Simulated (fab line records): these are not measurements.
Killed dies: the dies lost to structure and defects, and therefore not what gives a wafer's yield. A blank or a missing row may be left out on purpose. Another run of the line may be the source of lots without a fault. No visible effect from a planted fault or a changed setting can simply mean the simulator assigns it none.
fab line records | flow sky130
record: lots: 24 wafers: 72 last_day: 50
route steps=708 shown LDD_HVP@288 SD_P@327 LI_CONTACT@384 CONTACT@422 VIA1@460 METAL2@488
lots that met no fault: taken from a fault-free run of the same line
start_h: hours from the record's first day to the start of the lot's first wafer shown | wait_h: hours from the lot's prior step to this one | " identical to the entry in the row above | L1.1+2: several wafers, shown together as one row | - no value, or no start was given | * or withheld: withheld | < > ~ a bound
route shown NAME@n: NAME is a module with steps in the file, n the number in the route of the first one | usual: average and standard deviation across the fault-free wafers | same: alike in all rows | chamber/n: place in a boat | sites: each site's reading | _std_site: the values' standard deviation | _edge_site: inner sites' mean taken away from outer sites' mean | radius_mm: for every site, how far away it sits from the centre of the wafer | mask NAME#n: copy n | behind: the tool/chamber that last shaped the wafer | hold: why the lot was held/for how many hours/how that ended | device: transistor that didn't switch, given as n, p or np | end of line: at the end of the route, the tests of the same wafers | a step without rows: its recipe alone | killed: count of dies lost to structure and defects at first sort (not the wafer's yield) | map: a wafer's dies, marking killed ones x, the rest . and places with no die _
set.NAME: the run value of the setting; set.NAME@STEP: its run value at that earlier step | model.NAME: the simulator's own value behind a step, which no gauge read
route steps across a sampled set of lots; one table per step, one row per wafer
services: from which hour (start_h, from the record's first day; less than 0 if before it) a tool's chamber was out of use, for how many hours, and why
== steps ==
step: SKY_LDD_HVP_TW_MEAS_10
usual: LDD_HVP_TW: 452/5.9
columns lot.wafer tool chamber start_h wait_h LDD_HVP_TW
L074.1 film_metro-01 - 479.20 0.1 443
L074.4 " - " " 445
L074.5 " - " " 444
L075.4 film_metro-02 - 483.73 0.1 456
L075.5 " - " " 455
L075.6 " - " " 458
L076.2 film_metro-03 - 500.86 0.1 453
L076.4 " - " " 454
L076.6 " - " " 455
L077.2 film_metro-01 - 507.22 0.1 446
L077.3 " - " " 445
L077.4 " - " " 445
L078.1 film_metro-02 - 514.41 0.1 453
L078.2 " - " " 454
L078.6 " - " " 454
L079.1 film_metro-03 - 533.85 0.1 458
L079.3 " - " " 458
L079.6 " - " " 455
L080.1 film_metro-01 - 544.35 0.1 442
L080.3 " - " " 443
L080.4 " - " " 442
L081.2 film_metro-02 - 547.36 0.1 457
L081.3 " - " " 458
L081.6 " - " " 457
L082.1 film_metro-02 - 561.66 0.1 454
L082.2 " - " " 455
L082.3 " - " " 454
L083.1 film_metro-03 - 563.71 0.1 453
L083.3 " - " " 454
L083.6 " - " " 454
L084.1 film_metro-03 - 577.10 0.1 451
L084.3 " - " " 453
L084.6 " - " " 454
L086.2 film_metro-01 - 589.76 0.1 446
L086.3 " - " " 445
L086.5 " - " " 450
L085.1 film_metro-03 - 592.50 0.1 452
L085.5 " - " " 451
L085.6 " - " " 454
L087.1 film_metro-01 - 601.66 0.1 442
L087.4 " - " " 443
L087.6 " - " " 442
L088.4 film_metro-02 - 615.63 0.1 457
L088.5 " - " " 457
L088.6 " - " " 458
L089.1 film_metro-02 - 619.10 0.1 457
L089.3 " - " " 460
L089.6 " - " " 456
L090.1 film_metro-02 - 625.56 0.1 456
L090.2 " - " " 456
L090.5 " - " " 454
L091.1 film_metro-01 - 633.90 0.1 442
L091.3 " - " " 441
L091.6 " - " " 443
L092.2 film_metro-02 - 641.71 0.1 455
L092.4 " - " " 456
L092.6 " - " " 456
L093.2 film_metro-01 - 695.06 0.1 446
L093.4 " - " " 444
L093.6 " - " " 444
L097.1 film_metro-02 - 697.30 0.1 459
L097.5 " - " " 454
L097.6 " - " " 458
L094.2 film_metro-03 - 697.96 0.1 452
L094.3 " - " " 450
L094.4 " - " " 451
L096.1 film_metro-02 - 701.05 0.1 455
L096.2 " - " " 458
L096.5 " - " " 457
L095.1 film_metro-02 - 702.91 0.1 457
L095.3 " - " " 456
L095.5 " - " " 455
step: SKY_SD_P_CD_MEAS_07
recipe: target_cd_nm: 380
usual: cd_nm: 380.2/2.7
columns lot.wafer tool chamber start_h wait_h cd_nm
L074.1 cd_sem-02 - 574.66 0.1 381.0
L074.4 " - " " 382.9
L074.5 " - " " 382.1
L075.4 cd_sem-02 - 576.05 0.1 381.1
L075.5 " - " " 383.1
L075.6 " - " " 380.9
L076.2 cd_sem-02 - 593.23 0.1 382.8
L076.4 " - " " 380.3
L076.6 " - " " 379.7
L077.2 cd_sem-02 - 599.38 0.1 379.1
L077.3 " - " " 379.0
L077.4 " - " " 378.6
L078.1 cd_sem-01 - 605.86 0.1 376.8
L078.2 " - " " 374.9
L078.6 " - " " 377.6
L079.1 cd_sem-01 - 626.16 0.1 377.6
L079.3 " - " " 377.5
L079.6 " - " " 378.4
L080.1 cd_sem-01 - 634.26 0.1 377.6
L080.3 " - " " 378.0
L080.4 " - " " 375.4
L081.2 cd_sem-01 - 638.03 0.1 379.4
L081.3 " - " " 378.4
L081.6 " - " " 377.9
L082.1 cd_sem-01 - 650.36 0.1 385.0
L082.2 " - " " 380.2
L082.3 " - " " 383.2
L083.1 cd_sem-01 - 653.24 0.1 385.7
L083.3 " - " " 383.5
L083.6 " - " " 382.6
L084.1 cd_sem-01 - 670.06 0.1 384.4
L084.3 " - " " 381.6
L084.6 " - " " 384.5
L086.2 cd_sem-01 - 678.98 0.1 383.8
L086.3 " - " " 380.2
L086.5 " - " " 380.8
L085.1 cd_sem-02 - 683.05 0.2 378.8
L085.5 " - " " 380.5
L085.6 " - " " 379.7
L087.1 cd_sem-02 - 690.96 0.1 381.5
L087.4 " - " " 382.2
L087.6 " - " " 381.1
L088.4 cd_sem-01 - 704.20 0.1 383.9
L088.5 " - " " 385.2
L088.6 " - " " 385.6
L089.1 cd_sem-02 - 706.96 0.1 379.5
L089.3 " - " " 380.5
L089.6 " - " " 380.0
L090.1 cd_sem-01 - 713.41 0.1 377.5
L090.2 " - " " 379.4
L090.5 " - " " 378.1
L091.1 cd_sem-01 - 720.24 0.1 383.9
L091.3 " - " " 382.5
L091.6 " - " " 381.9
L092.2 cd_sem-01 - 728.91 0.1 378.7
L092.4 " - " " 375.7
L092.6 " - " " 378.8
L093.2 cd_sem-01 - 779.75 0.2 382.5
L093.4 " - " " 381.6
L093.6 " - " " 381.3
L097.1 cd_sem-01 - 780.39 0.1 382.0
L097.5 " - " " 379.2
L097.6 " - " " 381.8
L094.2 cd_sem-01 - 784.03 0.1 378.6
L094.3 " - " " 379.0
L094.4 " - " " 381.6
L096.1 cd_sem-01 - 784.46 0.1 376.7
L096.2 " - " " 375.5
L096.5 " - " " 378.6
L095.1 cd_sem-02 - 787.11 0.1 375.5
L095.3 " - " " 376.8
L095.5 " - " " 376.2
step: SKY_LI_CONTACT_RS_MEAS_22
recipe: thk_meas_gauge: four-point-probe reads: W_of_LI_CONTACT_CVD_21+TiN_of_LI_CONTACT_SPUTTER_20+Ti_of_LI_CONTACT_SPUTTER_19
usual: LI_CONTACT_W_RS: 0.286/0.0031
columns lot.wafer tool chamber start_h wait_h LI_CONTACT_W_RS[ohm/sq]
L074.1 film_metro-02 - 663.78 0.1 0.287
L074.4 " - " " 0.285
L074.5 " - " " 0.289
L075.4 film_metro-01 - 665.89 0.1 0.286
L075.5 " - " " 0.283
L075.6 " - " " 0.287
L076.2 film_metro-04 - 681.17 0.1 0.284
L076.4 " - " " 0.285
L076.6 " - " " 0.281
L077.2 film_metro-02 - 688.55 0.1 0.281
L077.3 " - " " 0.281
L077.4 " - " " 0.277
L078.1 film_metro-01 - 695.55 0.1 0.284
L078.2 " - " " 0.282
L078.6 " - " " 0.285
L079.1 film_metro-04 - 715.09 0.1 0.293
L079.3 " - " " 0.294
L079.6 " - " " 0.284
L080.1 film_metro-04 - 722.37 0.1 0.286
L080.3 " - " " 0.289
L080.4 " - " " 0.283
L081.2 film_metro-02 - 724.89 0.1 0.289
L081.3 " - " " 0.292
L081.6 " - " " 0.285
L082.1 film_metro-04 - 737.97 0.1 0.289
L082.2 " - " " 0.288
L082.3 " - " " 0.287
L083.1 film_metro-04 - 740.98 0.1 0.288
L083.3 " - " " 0.288
L083.6 " - " " 0.289
L084.1 film_metro-02 - 755.88 0.1 0.286
L084.3 " - " " 0.291
L084.6 " - " " 0.286
L086.2 film_metro-04 - 763.86 0.1 0.288
L086.3 " - " " 0.290
L086.5 " - " " 0.288
L085.1 film_metro-01 - 767.63 0.1 0.285
L085.5 " - " " 0.288
L085.6 " - " " 0.289
L087.1 film_metro-02 - 776.44 0.1 0.283
L087.4 " - " " 0.287
L087.6 " - " " 0.283
L088.4 film_metro-02 - 788.71 0.1 0.288
L088.5 " - " " 0.283
L088.6 " - " " 0.284
L089.1 film_metro-04 - 791.09 0.1 0.289
L089.3 " - " " 0.288
L089.6 " - " " 0.290
L090.1 film_metro-02 - 797.28 0.1 0.286
L090.2 " - " " 0.285
L090.5 " - " " 0.281
L091.1 film_metro-02 - 802.98 0.1 0.284
L091.3 " - " " 0.291
L091.6 " - " " 0.287
L092.2 film_metro-01 - 812.15 0.1 0.279
L092.4 " - " " 0.284
L092.6 " - " " 0.283
L093.2 film_metro-01 - 862.00 0.2 0.283
L093.4 " - " " 0.282
L093.6 " - " " 0.285
L097.1 film_metro-04 - 862.04 0.1 0.284
L097.5 " - " " 0.287
L097.6 " - " " 0.282
L094.2 film_metro-02 - 865.16 0.2 0.285
L094.3 " - " " 0.281
L094.4 " - " " 0.282
L096.1 film_metro-01 - 866.69 0.1 0.287
L096.2 " - " " 0.286
L096.5 " - " " 0.288
L095.1 film_metro-04 - 869.50 0.1 0.284
L095.3 " - " " 0.290
L095.5 " - " " 0.284
step: SKY_CONTACT_ETCH_16
recipe: chemistry: N2/H2 target: BARC ion_energy_ev: 200 source_w: 500 bias_w: 100 pressure_mtorr: 30 n2_flow_sccm: 100 h2_flow_sccm: 200 stop_on: SiO2 time_s: 45.9 target_depth_a: 600
usual: drypump_motor_current_A: 5.6/0.38 oes_product_au: 0.854/0.0048 throttle_valve_pct: 13.226/0.01
same: time_s: 45.9
columns lot.wafer tool chamber start_h wait_h drypump_motor_current_A oes_product_au rf_hours_counter_h throttle_valve_pct
L074.1 rie_diel-03 0 722.33 0.0 6.0 0.859 5 13.224
L074.4 " 2 " " 5.4 0.858 13 13.229
L074.5 " 0 " " 6.0 0.845 - 13.237
L075.4 rie_diel-01 3 725.13 0.0 5.7 0.857 2 13.221
L075.5 " 2 " " 6.3 0.862 - 13.233
L075.6 " 1 " " 6.0 0.856 - 13.222
L076.2 rie_diel-03 0 738.47 0.0 6.0 0.857 5 13.233
L076.4 " 3 " " 4.9 0.854 14 13.229
L076.6 " 1 " " 5.8 0.849 - 13.221
L077.2 rie_diel-02 2 745.77 0.0 5.3 0.855 13 13.221
L077.3 " 1 " " 5.5 0.853 1 13.226
L077.4 " 3 " " 5.9 0.849 41 13.232
L078.1 rie_diel-02 0 752.67 0.0 5.4 0.857 19 13.228
L078.2 " 2 " " 5.3 0.851 13 13.224
L078.6 " 1 " " 5.5 0.845 - 13.219
L079.1 rie_diel-02 0 771.62 0.0 5.4 0.855 19 13.228
L079.3 " 2 " " 5.3 0.855 13 13.223
L079.6 " 0 " " 5.4 0.847 - 13.238
L080.1 rie_diel-02 2 779.43 0.0 5.3 0.856 14 13.232
L080.3 " 1 " " 5.5 0.859 2 13.205
L080.4 " 2 " " 5.3 0.859 - 13.232
L081.2 rie_diel-02 0 780.98 0.0 5.4 0.851 20 13.235
L081.3 " 2 " " 5.4 0.854 14 13.234
L081.6 " 2 " " 5.4 0.855 - 13.242
L082.1 rie_diel-01 3 794.57 0.0 5.7 0.849 5 13.224
L082.2 " 0 " " 5.0 0.856 1 13.214
L082.3 " 1 " " 6.0 0.852 0 13.212
L083.1 rie_diel-02 0 796.92 0.0 5.4 0.853 21 13.230
L083.3 " 3 " " 5.9 0.846 0 13.228
L083.6 " 1 " " 5.5 0.854 - 13.210
L084.1 rie_diel-01 1 811.97 0.0 6.0 0.856 1 13.222
L084.3 " 3 " " 5.7 0.868 6 13.221
L084.6 " 3 " " 5.7 0.857 - 13.224
L086.2 rie_diel-03 2 819.22 0.0 5.4 0.855 16 13.236
L086.3 " 3 " " 4.9 0.854 16 13.228
L086.5 " 0 " " 6.0 0.856 - 13.213
L085.1 rie_diel-03 3 823.12 0.0 4.9 0.849 16 13.222
L085.5 " 0 " " 6.0 0.856 - 13.212
L085.6 " 3 " " 4.9 0.845 - 13.228
L087.1 rie_diel-01 3 831.92 0.0 5.7 0.857 6 13.223
L087.4 " 1 " " 6.0 0.859 - 13.230
L087.6 " 3 " " 5.7 0.854 - 13.226
L088.4 rie_diel-03 0 842.87 0.0 6.0 0.849 9 13.224
L088.5 " 1 " " 5.8 0.850 - 13.231
L088.6 " 2 " " 5.4 0.854 - 13.234
L089.1 rie_diel-01 3 845.67 0.0 5.7 0.861 6 13.236
L089.3 " 0 " " 5.0 0.863 2 13.214
L089.6 " 3 " " 5.7 0.862 - 13.234
L090.1 rie_diel-02 1 852.87 0.0 5.5 0.848 5 13.225
L090.2 " 2 " " 5.3 0.858 16 13.223
L090.5 " 1 " " 5.5 0.856 - 13.227
L091.1 rie_diel-01 1 858.73 0.0 6.0 0.859 2 13.225
L091.3 " 3 " " 5.7 0.849 7 13.241
L091.6 " 2 " " 6.2 0.863 - 13.223
L092.2 rie_diel-02 2 868.12 0.0 5.3 0.861 16 13.211
L092.4 " 0 " " 5.4 0.857 23 13.217
L092.6 " 0 " " 5.4 0.851 - 13.240
L093.2 rie_diel-01 1 915.42 0.0 6.0 0.850 4 13.225
L093.4 " 0 " " 5.0 0.846 5 13.211
L093.6 " 1 " " 6.0 0.857 - 13.229
L097.1 rie_diel-02 0 915.93 0.0 5.5 0.846 24 13.214
L097.5 " 0 " " 5.4 0.856 - 13.253
L097.6 " 2 " " 5.4 0.862 - 13.239
L094.2 rie_diel-01 1 917.87 0.0 6.0 0.858 4 13.210
L094.3 " 0 " " 4.9 0.859 5 13.217
L094.4 " 3 " " 5.7 0.861 8 13.225
L096.1 rie_diel-02 1 919.32 0.0 5.5 0.849 7 13.248
L096.2 " 0 " " 5.4 0.857 24 13.215
L096.5 " 3 " " 5.9 0.859 - 13.240
L095.1 rie_diel-02 0 921.62 0.0 5.4 0.849 24 13.210
L095.3 " 3 " " 5.9 0.853 3 13.223
L095.5 " 3 " " 5.9 0.851 - 13.233
step: SKY_VIA1_CMP_02
recipe: material: SiO2 down_force_psi: 4 platen_rpm: 60 pad_velocity_m_s: 0.94248
usual: motor_current_A: 12.4/1.3
columns lot.wafer tool chamber start_h wait_h motor_current_A
L074.4 cmp-02 2 752.32 0.1 15.3
L074.1 " 3 " " 13.2
L074.5 " 1 " " 10.4
L075.4 cmp-02 3 755.58 0.1 12.3
L075.6 " 2 " " 15.2
L075.5 " 3 " " 12.2
L076.2 cmp-02 3 768.69 0.0 12.3
L076.4 " 0 " " 11.1
L076.6 " 3 " " 12.8
L077.2 cmp-02 0 776.57 0.1 11.5
L077.3 " 2 " " 15.5
L077.4 " 3 " " 12.8
L078.1 cmp-01 0 782.08 0.1 13.7
L078.2 " 2 " " 11.4
L078.6 " 0 " " 13.8
L079.1 cmp-01 1 801.45 0.1 13.4
L079.3 " 2 " " 11.8
L079.6 " 1 " " 12.4
L080.3 cmp-01 3 808.37 0.0 11.9
L080.4 " 0 " " 13.6
L080.1 " 2 " " 11.6
L081.2 cmp-02 3 810.53 0.0 12.6
L081.3 " 1 " " 11.0
L081.6 " 0 " " 11.4
L082.2 cmp-01 3 823.89 0.1 11.9
L082.3 " 0 " " 13.6
L082.1 " 1 " " 13.7
L083.3 cmp-01 1 826.88 0.1 13.4
L083.1 " 3 " " 11.9
L083.6 " 1 " " 13.4
L084.1 cmp-02 2 841.84 0.2 14.8
L084.3 " 3 " " 12.4
L084.6 " 1 " " 10.8
L086.3 cmp-01 1 849.33 0.1 13.5
L086.2 " 2 " " 11.9
L086.5 " 3 " " 11.7
L085.1 cmp-02 2 852.10 0.2 14.7
L085.5 " 3 " " 13.1
L085.6 " 0 " " 11.4
L087.1 cmp-01 3 861.26 0.1 11.8
L087.4 " 0 " " 13.6
L087.6 " 2 " " 11.8
L088.4 cmp-02 2 872.72 0.2 14.2
L088.6 " 3 " " 11.9
L088.5 " 0 " " 11.5
L089.1 cmp-02 0 874.42 0.1 11.4
L089.3 " 1 " " 10.5
L089.6 " 1 " " 10.5
L090.1 cmp-02 2 881.93 0.3 14.8
L090.2 " 1 " " 10.9
L090.5 " 2 " " 14.6
L091.3 cmp-02 2 888.17 1.5 14.9
L091.1 " 1 " " 10.5
L091.6 " 2 " " 14.4
L092.4 cmp-02 1 896.27 0.2 11.3
L092.2 " 0 " " 11.2
L092.6 " 2 " " 13.8
L093.4 cmp-02 2 944.39 0.2 14.2
L093.2 " 1 " " 10.3
L093.6 " 3 " " 12.7
L097.1 cmp-02 0 944.69 0.5 11.2
L097.6 " 0 " " 11.4
L097.5 " 1 " " 11.0
L094.4 cmp-01 1 946.18 0.0 12.8
L094.2 " 3 " " 11.4
L094.3 " 0 " " 13.0
L096.1 cmp-01 2 947.07 0.1 12.3
L096.2 " 0 " " 13.4
L096.5 " 2 " " 11.5
L095.1 cmp-02 2 949.48 0.2 15.6
L095.3 " 3 " " 12.5
L095.5 " 0 " " 11.2
step: SKY_METAL2_RS_MEAS_05
recipe: thk_meas_gauge: four-point-probe reads: TiN_of_METAL2_SPUTTER_04+Ti_of_METAL2_SPUTTER_03+AlCu_of_METAL2_SPUTTER_02+TiN_of_METAL2_SPUTTER_01+Ti_of_METAL2_SPUTTER_00
usual: METAL2_ALCU_RS: 0.1268/0.0017
columns lot.wafer tool chamber start_h wait_h METAL2_ALCU_RS[ohm/sq]
L074.1 film_metro-02 - 781.41 0.0 0.1275
L074.4 " - " " 0.1271
L074.5 " - " " 0.1269
L075.4 film_metro-01 - 784.34 0.1 0.1298
L075.5 " - " " 0.1301
L075.6 " - " " 0.1297
L076.2 film_metro-03 - 797.01 0.0 0.1298
L076.4 " - " " 0.1265
L076.6 " - " " 0.1267
L077.2 film_metro-02 - 803.88 0.0 0.1277
L077.3 " - " " 0.1274
L077.4 " - " " 0.1256
L078.1 film_metro-03 - 810.50 0.0 0.1252
L078.2 " - " " 0.1249
L078.6 " - " " 0.1256
L079.1 film_metro-01 - 829.96 0.0 0.1256
L079.3 " - " " 0.1268
L079.6 " - " " 0.1266
L080.1 film_metro-01 - 837.16 0.0 0.1274
L080.3 " - " " 0.1265
L080.4 " - " " 0.1248
L081.2 film_metro-01 - 838.91 0.0 0.1235
L081.3 " - " " 0.1240
L081.6 " - " " 0.1246
L082.1 film_metro-03 - 852.40 0.0 0.1247
L082.2 " - " " 0.1256
L082.3 " - " " 0.1226
L083.1 film_metro-02 - 855.96 0.0 0.1294
L083.3 " - " " 0.1275
L083.6 " - " " 0.1298
L084.1 film_metro-02 - 870.66 0.0 0.1249
L084.3 " - " " 0.1259
L084.6 " - " " 0.1267
L086.2 film_metro-03 - 877.41 0.0 0.1277
L086.3 " - " " 0.1273
L086.5 " - " " 0.1276
L085.1 film_metro-02 - 879.67 0.0 0.1268
L085.5 " - " " 0.1269
L085.6 " - " " 0.1265
L087.1 film_metro-02 - 889.21 0.0 0.1264
L087.4 " - " " 0.1267
L087.6 " - " " 0.1267
L088.4 film_metro-03 - 899.47 0.1 0.1253
L088.5 " - " " 0.1227
L088.6 " - " " 0.1244
L089.1 film_metro-03 - 901.14 0.0 0.1255
L089.3 " - " " 0.1233
L089.6 " - " " 0.1237
L090.1 film_metro-01 - 909.56 0.0 0.1281
L090.2 " - " " 0.1290
L090.5 " - " " 0.1295
L091.1 film_metro-02 - 915.30 0.0 0.1276
L091.3 " - " " 0.1272
L091.6 " - " " 0.1265
L092.2 film_metro-03 - 923.46 0.0 0.1278
L092.4 " - " " 0.1276
L092.6 " - " " 0.1273
L093.2 film_metro-03 - 970.42 0.0 0.1281
L093.4 " - " " 0.1274
L093.6 " - " " 0.1273
L097.1 film_metro-02 - 970.74 0.0 0.1265
L097.5 " - " " 0.1263
L097.6 " - " " 0.1269
L094.2 film_metro-02 - 972.87 0.0 0.1275
L094.3 " - " " 0.1283
L094.4 " - " " 0.1273
L096.1 film_metro-02 - 973.57 0.0 0.1258
L096.2 " - " " 0.1269
L096.5 " - " " 0.1262
L095.1 film_metro-02 - 975.89 0.0 0.1285
L095.3 " - " " 0.1261
L095.5 " - " " 0.1269
== services ==
columns tool chamber start_h hours kind
cmp-02 - 721.33 15.0 pm
cmp-02 - 721.96 0.5 repair
rie_diel-02 3 730.41 7.5 repair
cmp-01 - 743.66 0.6 repair
cmp-02 - 744.20 4.0 pm
rie_diel-01 - 763.25 1.8 repair
rie_diel-01 - 765.90 0.9 repair
cmp-02 - 780.30 1.2 repair
cmp-01 - 786.33 5.1 pm
cmp-01 - 795.24 0.8 repair
cmp-01 - 796.11 2.8 repair
cmp-02 - 800.65 1.4 repair
cmp-02 - 806.36 3.8 pm
cmp-02 - 823.11 11.2 repair
rie_diel-01 0 831.11 1.8 repair
cmp-01 - 834.58 0.5 repair
cmp-01 - 863.43 74.2 repair
cmp-02 - 883.65 3.6 repair
cmp-01 - 911.60 1.1 repair
rie_diel-02 3 913.51 4.2 repair
rie_diel-02 - 935.11 4.5 repair
cmp-01 - 937.63 3.0 pm
cmp-01 - 938.76 2.1 repair
cmp-01 - 940.89 4.0 pm
== key ==
fault none
